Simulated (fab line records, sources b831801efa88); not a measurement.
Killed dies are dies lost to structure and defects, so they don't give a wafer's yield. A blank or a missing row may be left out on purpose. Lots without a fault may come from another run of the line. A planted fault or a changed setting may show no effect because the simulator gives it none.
fab line records | flow sky130
record lots=5 wafers=15 last_day=50
route steps=708 shown SONOS_TUNNEL@160 SONOS_ONO@168 GATE_OXIDE@187 PAD_OPEN@708
lots that met no fault: from a run of the same line without faults
start_h: hours from the record's first day to the start of the lot's first wafer shown | wait_h: hours since the lot's step before | " the same as in the row above | L1.1+2: a row that stands for several wafers | - no value, or no start given | * or withheld: withheld | < > ~ a bound
route shown NAME@n: a module of which the file shows steps, and the number in the route of the first | usual: mean/standard deviation of fault-free wafers | same: alike in all rows | chamber/n: place in a boat | sites: the reading at each site | _std_site: their standard deviation | _edge_site: outer sites' mean less inner sites' | radius_mm: how far each site lies from the wafer's centre | mask NAME#n: copy n | behind: the tool/chamber that last shaped the wafer | hold: why the lot was held/for how many hours/how that ended | device: the transistor (n, p or np) that didn't switch | end of line: the same wafers' tests at the end of the route | a step without rows: its recipe alone | killed: dies lost to structure and defects at the first sort, not the wafer's yield | map: a wafer's dies, x killed, . not, _ none there
set.NAME: the setting as run; set.NAME@STEP: as run at that earlier step | model.NAME: the simulator's own value behind a step, which no gauge read
lots at some steps of the route; a table a step, a row a wafer
services: from which hour (start_h, from the record's first day; less than 0 if before it) a tool's chamber was out of use, for how many hours, and why
## steps
# step SKY_SONOS_TUNNEL_DEVELOP_06
# recipe resist=NOVOLAK developer=TMAH develop_time_s=60 dev_temp_c=23
# step SKY_SONOS_TUNNEL_IMPLANT_09
# recipe species=B energy_kev=20 dose_cm2=1e+12 tilt_deg=withheld
# step SKY_SONOS_TUNNEL_WET_ETCH_10
# recipe chemistry=dHF target_depth_nm=14 target=SiO2 dilution=100:1 temp_c=25 time_s=280
# step SKY_SONOS_TUNNEL_STRIP_11
# recipe chemistry=SPM time_s=600 temp_c=130
# step SKY_SONOS_TUNNEL_CLEAN_13
# recipe chemistry=dHF time_s=20 dilution=100:1 dry=ipa_marangoni
# step SKY_SONOS_ONO_OXIDATION_00
# recipe temp_c=800 ambient=O2 idle_temp_c=700 ramp_up_c_per_min=10 ramp_down_c_per_min=3 stabilise_s=600 purge_s=300 target_thk_a=26 ox_time_s=1249
# step SKY_SONOS_ONO_CVD_02
# recipe material=Si3N4 precursor=DCS/NH3 target_thk_nm=10.5 temp_c=770 time_s=180 pressure_mtorr=250
# step SKY_SONOS_ONO_CVD_04
# recipe material=SiO2 precursor=SiH4/N2O target_thk_nm=5.7199 temp_c=900 pressure_mtorr=400
# usual spike_tc_bottom_C=917.7/1.5 spike_tc_centre_C=901.7/1.1 spike_tc_top_C=908.6/1.1
# columns lot.wafer tool chamber start_h wait_h spike_tc_bottom_C spike_tc_centre_C spike_tc_top_C model.SiO2_of_SONOS_ONO_CVD_04.thk_nm
L673.1 lpcvd-03 0 287.74 0.1 918.7 902.4 909.4 5.786
L673.2 " 0 " " 918.3 901.6 909.1 5.734
L673.3 " 0 " " 917.3 901.3 908.8 5.668
L683.3 lpcvd-03 0 370.90 0.0 917.6 902.9 906.9 5.313
L683.4 " 0 " " 918.1 899.8 910.1 5.332
L683.5 " 0 " " 919.2 903.0 907.8 5.195
L684.2 lpcvd-03 1 373.24 0.0 915.6 901.3 908.6 5.201
L684.3 " 1 " " 915.2 899.3 909.0 5.342
L684.5 " 1 " " 915.2 901.6 908.5 5.296
L685.1 lpcvd-03 0 380.43 0.1 917.3 901.1 910.1 5.395
L685.2 " 0 " " 919.5 902.2 910.9 5.391
L685.5 " 0 " " 917.4 902.5 909.0 5.341
L692.1 lpcvd-03 0 439.32 0.1 919.2 903.0 909.5 5.689
L692.4 " 0 " " 919.2 901.7 909.3 5.664
L692.6 " 0 " " 917.9 901.3 909.3 5.637
# step SKY_SONOS_ONO_THK_MEAS_05
# recipe reads=SiO2_of_SONOS_ONO_CVD_04
# usual SONOS_ONO_CVD_04_THK=5.72/0.091
# columns lot.wafer tool chamber start_h wait_h SONOS_ONO_CVD_04_THK[nm]
L673.1 film_metro-04 - 288.99 0.0 5.84
L673.2 " - " " 5.73
L673.3 " - " " 5.65
L683.3 film_metro-04 - 372.17 0.0 5.29
L683.4 " - " " 5.32
L683.5 " - " " 5.19
L684.2 film_metro-04 - 374.50 0.0 5.15
L684.3 " - " " 5.30
L684.5 " - " " 5.29
L685.1 film_metro-01 - 381.68 0.0 5.34
L685.2 " - " " 5.40
L685.5 " - " " 5.33
L692.1 film_metro-04 - 440.64 0.1 5.66
L692.4 " - " " 5.70
L692.6 " - " " 5.65
# step SKY_SONOS_ONO_DEHYDRATE_06
# recipe temp_c=200 time_s=60
# step SKY_SONOS_ONO_HMDS_07
# recipe prime_time_s=60 prime_temp_c=120
# step SKY_SONOS_ONO_COAT_08
# recipe resist=NOVOLAK spin_rpm=3000 resist_thk_nm=1140
# step SKY_SONOS_ONO_SOFTBAKE_09
# recipe temp_c=90 time_s=60 resist=NOVOLAK
# step SKY_SONOS_ONO_EXPOSE_10
# recipe mask_id=ONOM target_cd_nm=410 na=0.6 source_shape=conventional sigma_outer=0.6 dose_mj=150
# step SKY_SONOS_ONO_PEB_11
# recipe temp_c=withheld time_s=* resist=NOVOLAK
# step SKY_SONOS_ONO_DEVELOP_12
# recipe develop_time_s=60 dev_temp_c=23
# step SKY_SONOS_ONO_ETCH_15
# recipe target_depth_nm=19.52 chemistry=CHF3/O2 source_w=600 bias_w=200 pressure_mtorr=40 chf3_flow_sccm=50 O2_flow_sccm=5 time_s=7.8
# step SKY_SONOS_ONO_WET_ETCH_16
# recipe chemistry=dHF target_depth_nm=14 dry=n2_spin target=SiO2 dilution=100:1 temp_c=25 time_s=280
# step SKY_SONOS_ONO_STRIP_17
# recipe chemistry=O2/N2 power_w=1400 pressure_mtorr=1500 platen_temp_c=withheld o2_flow_sccm=3000 n2_flow_sccm=300 overash_fraction=0.5
# step SKY_SONOS_ONO_WET_ETCH_18
# recipe chemistry=H3PO4 target_depth_nm=15 target=Si3N4 temp_c=160 time_s=172
# step SKY_GATE_OXIDE_CLEAN_00
# recipe chemistry=SC1/SC2 mix=1:4:20 temp_c=70 time_s=150 dry=n2_spin
# step SKY_GATE_OXIDE_OXIDATION_01
# recipe temp_c=900 ambient=O2 stabilise_s=600 purge_s=300 target_thk_a=102.68 ox_time_s=1473
# step SKY_GATE_OXIDE_DEHYDRATE_03
# recipe temp_c=200 time_s=60
# step SKY_GATE_OXIDE_HMDS_04
# recipe prime_time_s=60 prime_temp_c=120
# step SKY_GATE_OXIDE_COAT_05
# recipe resist=NOVOLAK spin_rpm=3000 resist_thk_nm=1140
# step SKY_GATE_OXIDE_SOFTBAKE_06
# recipe temp_c=90 time_s=60 resist=NOVOLAK
# step SKY_GATE_OXIDE_EXPOSE_07
# recipe mask_id=LVOM na=0.6 source_shape=conventional sigma_outer=0.6 polarization=unpolarized target_cd_nm=600 dose_mj=170
# step SKY_GATE_OXIDE_PEB_08
# recipe temp_c=withheld time_s=* resist=NOVOLAK
# step SKY_GATE_OXIDE_DEVELOP_09
# recipe resist=NOVOLAK developer=TMAH develop_time_s=60 dev_temp_c=23
# step SKY_GATE_OXIDE_IMPLANT_11
# recipe species=B energy_kev=10 dose_cm2=2.629e+12 tilt_deg=withheld
# step SKY_GATE_OXIDE_WET_ETCH_12
# recipe chemistry=dHF target_depth_nm=16.8 dry=n2_spin target=SiO2 dilution=100:1 temp_c=25 time_s=336
# step SKY_GATE_OXIDE_STRIP_13
# recipe chemistry=O2/N2 power_w=1400 pressure_mtorr=1500 platen_temp_c=withheld o2_flow_sccm=3000 n2_flow_sccm=300 overash_fraction=0.5
# step SKY_GATE_OXIDE_CLEAN_15
# recipe chemistry=SC1/SC2 mix=1:4:20 temp_c=70 time_s=150 dry=n2_spin
# usual temp_c=69.98/0.12
# columns lot.wafer tool chamber start_h wait_h temp_c model.SiO2_of_SONOS_ONO_CVD_04.thk_nm
L673.1 wet_bench-03 0 344.26 0.1 69.79 4.272
L673.2 " 0 " " 69.88 4.225
L673.3 " 0 " " 69.81 4.153
L683.3 wet_bench-03 1 434.23 0.0 70.21 3.795
L683.4 " 1 " " 70.04 3.812
L683.5 " 1 " " 69.98 3.679
L684.2 wet_bench-03 3 435.94 0.0 70.11 3.685
L684.3 " 3 " " 70.18 3.826
L684.5 " 3 " " 70.22 3.782
L685.1 wet_bench-03 3 445.47 0.1 69.94 3.87
L685.2 " 3 " " 69.73 3.862
L685.5 " 3 " " 69.73 3.814
L692.1 wet_bench-04 3 504.50 0.1 70.22 4.181
L692.4 " 3 " " 69.92 4.149
L692.6 " 3 " " 69.90 4.126
# step SKY_PAD_OPEN_PROBE_99
# usual killed_at_M0_to_M3=43/6.6 killed_at_M4_up=2.9/1.8 killed_at_contacts=25/5.3 killed_at_front_end=15/4.1 killed_at_other=0.3/0.6 killed_dies=86/8.8 killed_open=47/6.7 killed_short=39/6.2
# same gross_dies=492 killed_at_back_side=0
# columns lot.wafer tool chamber start_h wait_h killed_at_M0_to_M3 killed_at_M4_up killed_at_contacts killed_at_front_end killed_at_other killed_dies killed_open killed_short model.etest.cap_ono.gate_log10_a_cm2 model.etest.cap_ono.tox_acc_nm model.etest.sonos_programmed.vt_v model.etest.sonos_baked.vt_v model.etest.sonos_erased.vt_v
L673.1 prober-01 - 1101.36 0.1 46 2 15 15 0 78 42 36 -8.36 13.17 1.271 0.8692 -2.115
L673.2 prober-01 - 1101.41 0.1 44 2 29 16 0 91 48 43 -8.184 13.1 1.353 0.8816 -2.197
L673.3 prober-01 - 1101.46 0.2 39 6 36 8 1 90 48 42 -8.037 13 1.44 0.8973 -2.255
L683.3 prober-02 - 1163.39 0.2 42 4 23 19 0 88 41 47 -7.407 12.46 1.666 1.114 -2.469
L683.4 prober-02 - 1163.44 0.2 39 4 26 11 0 80 42 38 -7.287 12.4 1.692 1.071 -2.464
L683.5 prober-02 - 1163.49 0.2 41 5 26 13 0 85 53 31 -7.172 12.25 1.763 1.142 -2.445
L684.2 prober-01 - 1169.21 0.1 37 3 18 12 0 70 45 24 -7.368 12.43 1.678 1.15 -2.387
L684.3 prober-01 - 1169.26 0.2 31 1 27 12 1 72 30 41 -7.497 12.48 1.649 1.083 -2.362
L684.5 prober-01 - 1169.36 0.2 32 3 27 16 0 78 37 40 -7.322 12.4 1.707 1.107 -2.446
L685.1 prober-02 - 1170.11 0.1 33 2 22 13 0 70 36 34 -7.684 12.63 1.587 1.079 -2.331
L685.2 prober-02 - 1170.16 0.1 51 5 26 18 0 100 55 45 -7.636 12.65 1.57 1.048 -2.372
L685.5 prober-02 - 1170.31 0.2 38 6 22 16 0 82 33 49 -7.523 12.52 1.611 1.119 -2.383
L692.1 prober-01 - 1201.15 0.1 40 1 23 23 0 87 50 37 -7.916 12.88 1.492 0.9767 -2.317
L692.4 prober-01 - 1201.30 0.2 49 3 34 20 0 106 58 47 -8.005 12.88 1.462 0.958 -2.284
L692.6 prober-01 - 1201.40 0.2 47 1 14 23 0 85 47 38 -8.009 12.93 1.435 0.9906 -2.28
# killed by level:class
L673.1 VIA2:geometric_particle:open=10 VIA1:geometric_particle:open=8 VIA3:geometric_particle:open=7 METAL1:geometric_particle:short=6 FIELD_ISO:geometric_particle:short=5 CONTACT:geometric_particle:open=5 CONTACT:geometric_particle:short=5 VIA1:geometric_particle:short=4
L673.2 LI_CONTACT:geometric_particle:open=11 VIA1:geometric_particle:open=11 VIA2:geometric_particle:open=8 VIA1:geometric_particle:short=7 CONTACT:geometric_particle:short=6 FIELD_ISO:geometric_particle:short=5 LOCAL_INTERCONNECT:geometric_particle:short=5 POLY_GATE:geometric_particle:short=4
L673.3 CONTACT:geometric_particle:open=16 VIA1:geometric_particle:short=8 VIA1:geometric_particle:open=8 LI_CONTACT:geometric_particle:open=6 CONTACT:geometric_particle:short=6 LOCAL_INTERCONNECT:geometric_particle:short=5 VIA3:geometric_particle:open=5 VIA3:geometric_particle:short=5
L683.3 VIA1:geometric_particle:open=8 CONTACT:geometric_particle:short=8 POLY_GATE:geometric_particle:short=7 VIA3:geometric_particle:open=7 LOCAL_INTERCONNECT:geometric_particle:short=5 CONTACT:geometric_particle:open=5 VIA3:geometric_particle:short=5 FIELD_ISO:geometric_particle:short=4
L683.4 CONTACT:geometric_particle:open=12 POLY_GATE:geometric_particle:open=6 CONTACT:geometric_particle:short=6 VIA2:geometric_particle:open=6 VIA1:geometric_particle:open=6 METAL2:geometric_particle:short=6 VIA3:geometric_particle:open=6 METAL1:geometric_particle:short=5
L683.5 VIA1:geometric_particle:open=11 LI_CONTACT:geometric_particle:open=10 CONTACT:geometric_particle:open=8 METAL1:geometric_particle:short=5 VIA2:geometric_particle:open=5 FIELD_ISO:geometric_particle:open=4 CONTACT:geometric_particle:short=4 METAL2:geometric_particle:short=4
L684.2 VIA1:geometric_particle:open=11 CONTACT:geometric_particle:open=10 VIA3:geometric_particle:open=6 POLY_GATE:geometric_particle:open=5 VIA1:geometric_particle:short=4 VIA2:geometric_particle:open=4 FIELD_ISO:geometric_particle:open=3 LI_CONTACT:geometric_particle:open=3
L684.3 LOCAL_INTERCONNECT:geometric_particle:short=8 CONTACT:geometric_particle:open=6 CONTACT:geometric_particle:short=6 VIA1:geometric_particle:short=6 METAL2:geometric_particle:short=5 VIA1:geometric_particle:open=4 LI_CONTACT:geometric_particle:open=4 FIELD_ISO:geometric_particle:short=3
L684.5 LI_CONTACT:geometric_particle:open=8 LOCAL_INTERCONNECT:geometric_particle:short=6 CONTACT:geometric_particle:open=6 METAL2:geometric_particle:short=6 VIA2:geometric_particle:open=6 VIA1:geometric_particle:open=5 CONTACT:geometric_particle:short=4 METAL1:geometric_particle:short=4
L685.1 VIA3:geometric_particle:open=8 VIA1:geometric_particle:open=6 CONTACT:geometric_particle:open=6 LI_CONTACT:geometric_particle:open=5 LI_CONTACT:geometric_particle:short=5 POLY_GATE:geometric_particle:open=4 VIA1:geometric_particle:short=4 CONTACT:geometric_particle:short=4
L685.2 VIA1:geometric_particle:open=11 VIA2:geometric_particle:open=8 VIA3:geometric_particle:open=8 METAL2:geometric_particle:short=6 CONTACT:geometric_particle:open=6 POLY_GATE:geometric_particle:short=5 LI_CONTACT:geometric_particle:open=5 VIA3:geometric_particle:short=5
L685.5 LI_CONTACT:geometric_particle:open=7 METAL4:geometric_particle:short=6 VIA3:geometric_particle:open=6 CONTACT:geometric_particle:short=5 VIA1:geometric_particle:open=5 VIA2:geometric_particle:short=5 METAL3:geometric_particle:short=5 FIELD_ISO:geometric_particle:open=4
L692.1 VIA1:geometric_particle:open=11 VIA2:geometric_particle:open=10 CONTACT:geometric_particle:open=8 METAL1:geometric_particle:short=7 FIELD_ISO:geometric_particle:short=6 FIELD_ISO:geometric_particle:open=6 CONTACT:geometric_particle:short=6 POLY_GATE:geometric_particle:open=5
L692.4 VIA1:geometric_particle:open=13 CONTACT:geometric_particle:open=12 METAL2:geometric_particle:short=10 VIA3:geometric_particle:open=9 CONTACT:geometric_particle:short=9 LI_CONTACT:geometric_particle:open=6 VIA1:geometric_particle:short=6 POLY_GATE:geometric_particle:short=5
L692.6 VIA2:geometric_particle:open=8 VIA1:geometric_particle:open=8 FIELD_ISO:geometric_particle:open=7 CONTACT:geometric_particle:open=7 METAL1:geometric_particle:short=6 VIA1:geometric_particle:short=6 METAL2:geometric_particle:short=6 FIELD_ISO:geometric_particle:short=4
## services
# columns tool chamber start_h hours kind
lpcvd-03 - 289.62 2.8 pm
wet_bench-04 - 322.41 2.1 repair
wet_bench-03 - 336.36 1.9 pm
lpcvd-03 - 467.32 6.0 pm
## key
first_sign step=SKY_SONOS_ONO_THK_MEAS_05 reading=SONOS_ONO_CVD_04_THK direction=down sigmas=4.7 usual=5.72 struck=5.29
effect none on later readings
model_effect step=SKY_SONOS_ONO_CVD_04 value=SiO2_of_SONOS_ONO_CVD_04.thk_nm without=5.681 struck=5.312
model_effect step=SKY_GATE_OXIDE_CLEAN_15 value=SiO2_of_SONOS_ONO_CVD_04.thk_nm without=4.161 struck=3.792
model_effect step=SKY_PAD_OPEN_PROBE_99 value=etest.cap_ono.gate_log10_a_cm2 without=-7.91 struck=-7.433
met_at SKY_SONOS_ONO_CVD_04
struck_wafers L683.3,L683.4,L683.5,L684.2,L684.3,L684.5,L685.1,L685.2,L685.5
tester_left_out L683,L684,L685
onset_between 287.74 370.90
fault kind=process_parameter_drift tool=lpcvd-03 chamber=- onset_h=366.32 steps=SKY_SONOS_ONO_CVD_04 channel=time_s offset=* shape=step end_h=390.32 stated=*
# tester_left_out: of these lots the tester's yield and bins aren't shown, on N5 and GAA mostly nor the transistor test; their killed dies are dies lost to structure and defects alone, not to doping, threshold or leakage, so they don't give the yield
